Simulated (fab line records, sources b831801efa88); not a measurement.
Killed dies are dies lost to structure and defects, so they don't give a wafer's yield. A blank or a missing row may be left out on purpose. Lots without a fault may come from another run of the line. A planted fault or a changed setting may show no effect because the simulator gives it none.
Which tool did it? | flow gf180mcu | 12 lots, 36 wafers sampled, at 5 steps of a route of 602

WHAT THE GAUGES READ, wafer by wafer
GF_HV_LDD_CD_MEAS_07: target cd 400 nm. Usual: cd_nm 400.1 nm, standard deviation 2.5.
lot  | measured     | on        | cd_nm (nm)                          | flag
L620 | day 10 08:13 | cd_sem-02 | 398.7 397.2 396.7                   |
L621 | day 10 18:32 | cd_sem-02 | 402.6 401.6 401.6                   |
L622 | day 11 02:43 | cd_sem-02 | 399.1 399.4 399.7                   |
L623 | day 11 08:15 | cd_sem-02 | 395.9 394.5 394.1                   |
L625 | day 11 18:56 | cd_sem-01 | 399.6 398.9 401.8                   |
L626 | day 12 03:36 | cd_sem-02 | 396.5 397.2 398.9                   |
L628 | day 13 02:13 | cd_sem-02 | 398.1 398.1 398.4                   |
L629 | day 13 01:55 | cd_sem-01 | 398.4 396.8 399.6                   |
L630 | day 13 09:30 | cd_sem-02 | 396.6 398.9 400.3                   |
L632 | day 13 22:53 | cd_sem-01 | 401.6 401.0 402.3                   |
L635 | day 14 22:44 | cd_sem-01 | 321.6 323.7 320.9 321.8 323.4 321.1 | OFF
L639 | day 16 01:34 | cd_sem-01 | 399.5 401.2 399.9                   |

GF_HV_LDD_CD_MEAS_31: target cd 400 nm. Usual: cd_nm 399.9 nm, standard deviation 2.
lot  | measured     | on        | cd_nm (nm)        | flag
L620 | day 11 20:55 | cd_sem-02 | 396.3 397.1 396.9 |
L621 | day 12 08:28 | cd_sem-02 | 399.5 401.7 400.2 |
L622 | day 12 17:06 | cd_sem-01 | 401.7 401.6 400.8 |
L623 | day 12 22:36 | cd_sem-02 | 401.1 399.4 402.8 |
L625 | day 13 09:37 | cd_sem-01 | 396.9 397.0 398.3 |
L626 | day 13 19:29 | cd_sem-02 | 402.5 402.0 400.8 |
L628 | day 14 19:25 | cd_sem-02 | 395.4 399.0 393.7 |
L629 | day 14 18:54 | cd_sem-02 | 398.9 400.2 400.8 |
L630 | day 15 03:27 | cd_sem-02 | 401.3 401.6 400.1 |
L632 | day 15 17:17 | cd_sem-02 | 400.0 401.5 400.3 |
L635 | day 16 19:09 | cd_sem-02 | 398.2 398.2 401.9 |
L639 | day 17 23:08 | cd_sem-02 | 400.3 398.5 397.5 |

GF_HV_LDD_OVL_MEAS_32. Usual: HV_LDD_02_OVL -0.6 nm, standard deviation 1.3.
lot  | measured     | on         | HV_LDD_02_OVL (nm) | flag
L620 | day 11 21:02 | overlay-01 | -2.1 -1.6 -0.5     |
L621 | day 12 08:33 | overlay-01 | 0.3 2.1 1.0        |
L622 | day 12 17:12 | overlay-02 | -1.9 -0.3 -0.8     |
L623 | day 12 22:43 | overlay-01 | 0.8 -0.2 -1.1      |
L625 | day 13 09:43 | overlay-01 | 2.9 0.7 2.4        |
L626 | day 13 19:36 | overlay-02 | 0.0 0.4 0.1        |
L628 | day 14 19:32 | overlay-02 | -1.2 -1.7 -0.4     |
L629 | day 14 19:01 | overlay-01 | -2.5 -0.7 -2.0     |
L630 | day 15 03:33 | overlay-01 | 0.0 -1.3 -0.8      |
L632 | day 15 17:23 | overlay-02 | -0.6 1.1 -0.7      |
L635 | day 16 19:16 | overlay-02 | -1.8 0.3 -1.5      |
L639 | day 17 23:14 | overlay-02 | -2.6 -1.3 -0.4     |

WHICH TOOL RAN EACH LOT (tool, then ch and the chambers of the sampled wafers, then the start)
lot  | GF_LVPWELL_STRIP_10                 | GF_HV_LDD_EXPOSE_04
L620 | plasma_asher-03 ch 0, day 4 01:09   | iline_stepper-01 ch 0, day 9 23:52
L621 | plasma_asher-03 ch 0,1, day 4 09:13 | iline_stepper-01 ch 0, day 10 10:01
L622 | plasma_asher-03 ch 1, day 4 13:43   | iline_stepper-02 ch 0, day 10 18:00
L623 | plasma_asher-04 ch 0,1, day 4 19:34 | iline_stepper-01 ch 0, day 10 23:33
L625 | plasma_asher-04 ch 0,1, day 5 08:44 | iline_stepper-02 ch 0, day 11 10:11
L626 | plasma_asher-04 ch 0,1, day 5 12:20 | iline_stepper-02 ch 0, day 11 18:20
L628 | plasma_asher-02 ch 0,1, day 6 00:57 | iline_stepper-01 ch 0, day 12 16:33
L629 | plasma_asher-02 ch 0,1, day 6 05:17 | iline_stepper-01 ch 0, day 12 16:18
L630 | plasma_asher-03 ch 0,1, day 6 14:03 | iline_stepper-02 ch 0, day 13 00:10
L632 | plasma_asher-02 ch 0,1, day 6 23:35 | iline_stepper-01 ch 0, day 13 12:58
L635 | plasma_asher-03 ch 1, day 7 16:30   | iline_stepper-01 ch 0, day 14 12:17
L639 | plasma_asher-04 ch 0,1, day 8 13:37 | iline_stepper-02 ch 0, day 15 14:28
- GF_LVPWELL_STRIP_10: strips in O2/N2.
- GF_HV_LDD_EXPOSE_04: exposes mask Nplus LV AREA, target cd 400 nm.

WHAT THE TOOLS THEMSELVES READ (means of the sampled wafers that have a number; where no wafer has one, the mark that the record gives instead)
GF_LVPWELL_STRIP_10. Usual: drypump_motor_current_A 5.8 A, standard deviation 0.64; heater_power_w 332 W, standard deviation 22; o2_flow_sccm 2999 sccm, standard deviation 9; oes_product_au 0.723 a.u., standard deviation 0.0045; strip_time_to_endpoint_s 36.98 s, standard deviation 0.098.
lot  | tool            | drypump_motor_current_A (A) | heater_power_w (W) | o2_flow_sccm (sccm) | oes_product_au (a.u.) | strip_time_to_endpoint_s (s) | flag
L620 | plasma_asher-03 | 4.8                         | 362                | 3002                | 0.721                 | 36.98                        |
L621 | plasma_asher-03 | 5.9                         | 334                | 2993                | 0.725                 | 36.94                        |
L622 | plasma_asher-03 | 6.5                         | 318                | 3005                | 0.721                 | 36.94                        |
L623 | plasma_asher-04 | 5.9                         | 328                | 3003                | 0.725                 | 37.06                        |
L625 | plasma_asher-04 | 5.5                         | 314                | 2995                | 0.726                 | 37.07                        |
L626 | plasma_asher-04 | 5.5                         | 315                | 3002                | 0.722                 | 37.03                        |
L628 | plasma_asher-02 | 6.1                         | 343                | 3009                | 0.724                 | 37.01                        |
L629 | plasma_asher-02 | 6.1                         | 340                | 2987                | 0.721                 | 37.17                        |
L630 | plasma_asher-03 | 5.9                         | 325                | 3015                | 0.723                 | 37.03                        |
L632 | plasma_asher-02 | 6.0                         | 343                | 3004                | 0.722                 | 36.98                        |
L635 | plasma_asher-03 | 6.5                         | 311                | 2991                | 0.727                 | 36.99                        |
L639 | plasma_asher-04 | 5.9                         | 328                | 2990                | 0.724                 | 36.95                        |

GF_HV_LDD_EXPOSE_04. Usual: reticle_temp_C 22.99 C, standard deviation 0.096.
lot  | tool             | reticle_temp_C (C) | flag
L620 | iline_stepper-01 | 23.00              |
L621 | iline_stepper-01 | 23.06              |
L622 | iline_stepper-02 | 22.99              |
L623 | iline_stepper-01 | 22.91              |
L625 | iline_stepper-02 | 23.01              |
L626 | iline_stepper-02 | 23.07              |
L628 | iline_stepper-01 | 22.99              |
L629 | iline_stepper-01 | 22.99              |
L630 | iline_stepper-02 | 22.90              |
L632 | iline_stepper-01 | 22.89              |
L635 | iline_stepper-01 | 22.94              |
L639 | iline_stepper-02 | 23.09              |

THE ANSWER, worked out from the rows above alone
Rule: a lot is off if the mean of its wafers that have a number lies more than 3 standard deviations from the usual mean. A lot without any number at a reading at which 4 lots or more have one is off too. The other lots that the step has rows for count as sound. The gauges are gone through in route order, then the tools' own readings, and for those a lot's mean is taken as printed above. The first step at which some lot is off is used, and at that step the reading that is off furthest; a lot without a number counts as furthest.
Off: L635, at GF_HV_LDD_CD_MEAS_07 (cd_nm).
A tool fits if, at a process step before that reading, it ran every lot that is off, and no sound lot after the first of them. The gauges at GF_HV_LDD_CD_MEAS_07 are tried like those tools. Can't be told from this: 2 tools fit, plasma_asher-03 at GF_LVPWELL_STRIP_10, iline_stepper-01 at GF_HV_LDD_EXPOSE_04.

WHAT THE SIMULATOR HAD PUT IN
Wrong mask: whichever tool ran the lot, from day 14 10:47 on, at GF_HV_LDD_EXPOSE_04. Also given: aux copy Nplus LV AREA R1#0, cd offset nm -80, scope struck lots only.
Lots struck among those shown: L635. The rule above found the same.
